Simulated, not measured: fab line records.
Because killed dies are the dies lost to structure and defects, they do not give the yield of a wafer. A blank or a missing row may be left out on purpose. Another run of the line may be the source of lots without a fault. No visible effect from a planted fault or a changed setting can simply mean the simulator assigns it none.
Struck lot and sound lot, side by side :: flow gf180mcu :: 16 out of 602 route steps
Sound: these wafers, L940.1, L940.2, L940.6. Struck: wafer L948.3 (L948.1, L948.2, from the same lot, were not struck and are left out); the cause is given at the end.
Per side, at each step with rows, come the tool, then ch with its chambers, and then its first start. Under that, the readings that differ: sound wafers :: struck wafers :: difference of the means :: sigmas: that difference in standard deviations of wafers without a fault.
alike: readings whose means differ by less than 2 such deviations, and words and numbers that are the same on both sides. not compared: withheld readings, readings that some wafer has no value for, bounds like >300 that may hide the same value, and numbers for which the record gives no deviation and whose values overlap.
A row with sigmas, a row that says differs or no value, or rows on one side alone: a step with any of these is where the two part. Numbers that don't overlap but have no deviation are shown without sigmas and don't part them. A reading missing from all wafers of one side parts the sides only when that side holds two or more wafers.

first, 6 steps without rows for these wafers: GF_M2_HMDS_08 (prime time 60 s); GF_M2_COAT_09 (resist thk 1000 nm); GF_M2_SOFTBAKE_10 (time 60 s); GF_M2_EXPOSE_11 (exposes mask Metal2, target cd 280 nm); GF_M2_PEB_12 (peb time 90 s); GF_M2_DEVELOP_13 (develop time 60 s).
GF_M2_CD_MEAS_14 targets a cd of 280 nm.
  sound on cd sem-01 at day 21 22:21; struck on cd sem-02 at day 24 20:46
  alike: cd nm
GF_M2_OVL_MEAS_15:
  sound on overlay-02 at day 21 22:28; struck on overlay-01 at day 24 20:53
  alike: M2_OVL
GF_M2_METAL_ETCH_16: etches the open film in Cl2/BCl3, stops on SiO2, target depth 627.5 nm, time 104.6 s.
  sound on rie metal-02 ch 0,1, day 21 22:30; struck on rie metal-03 ch 1, day 24 20:55
reading: drypump motor current A (A)
sound: 6.1 6.1 6.1
struck: 5.3
difference: -0.8
sigmas: -2
  alike: bcl3 flow sccm, oes product au, throttle valve pct
  not compared: rf hours counter h
GF_M2_STRIP_17: strips in O2/N2.
  sound on plasma asher-03 ch 0,1, day 21 22:37; struck on plasma asher-01 ch 0, day 24 21:02
  alike: drypump motor current A, heater power w, oes product au, strip time to endpoint s
  not compared: rf hours counter h
then, 2 steps without rows for these wafers: GF_M2_STRIP_18 (strips in post etch residue remover, time 1200 s); GF_M2_CLEAN_19 (cleans in DIW).
GF_V2_CVD_00: deposits SiO2, target thk 600 nm, time 100 s.
  sound on hdpcvd-01 ch 0,1,2, day 21 23:09; struck on hdpcvd-02 ch 2, day 24 21:35
reading: sih4 flow sccm (sccm)
sound: 60.24 60.18 60.45
struck: 47.81
difference: -12.48
sigmas: -78

reading: model.SiO2_of_V2_CVD_00.thk nm (nm)
sound: 594.8 601.3 595.3
struck: 477.8
difference: -119.3
sigmas: 
GF_V2_THK_MEAS_01:
  sound on film metro-01 at day 21 23:13; struck on film metro-01 at day 24 21:39
reading: V2_CVD_00_THK (nm)
sound: 595 601 595
struck: 478
difference: -119
sigmas: -19
GF_V2_CVD_02: deposits SiO2 from TEOS, target thk 850 nm, time 94.851 s.
  sound on pecvd-04 ch 0,1,2, day 21 23:17; struck on pecvd-04 ch 0, day 24 21:43
  alike: heater power w
-- the record jumps here: 8 days lie between the struck wafers' starts before and after (it left off in module V2 and takes up again in module PASSIVATION, whose first step shown is number 602 of the route) --
GF_PASSIVATION_PROBE_99:
  only the struck wafers here have rows in the record (prober-01, day 33 09:19); the sound ones have none

## WHERE THEY PART
Earliest at GF_M2_METAL_ETCH_16; latest, in this record, at GF_PASSIVATION_PROBE_99.

WHY: whatever the simulator had introduced
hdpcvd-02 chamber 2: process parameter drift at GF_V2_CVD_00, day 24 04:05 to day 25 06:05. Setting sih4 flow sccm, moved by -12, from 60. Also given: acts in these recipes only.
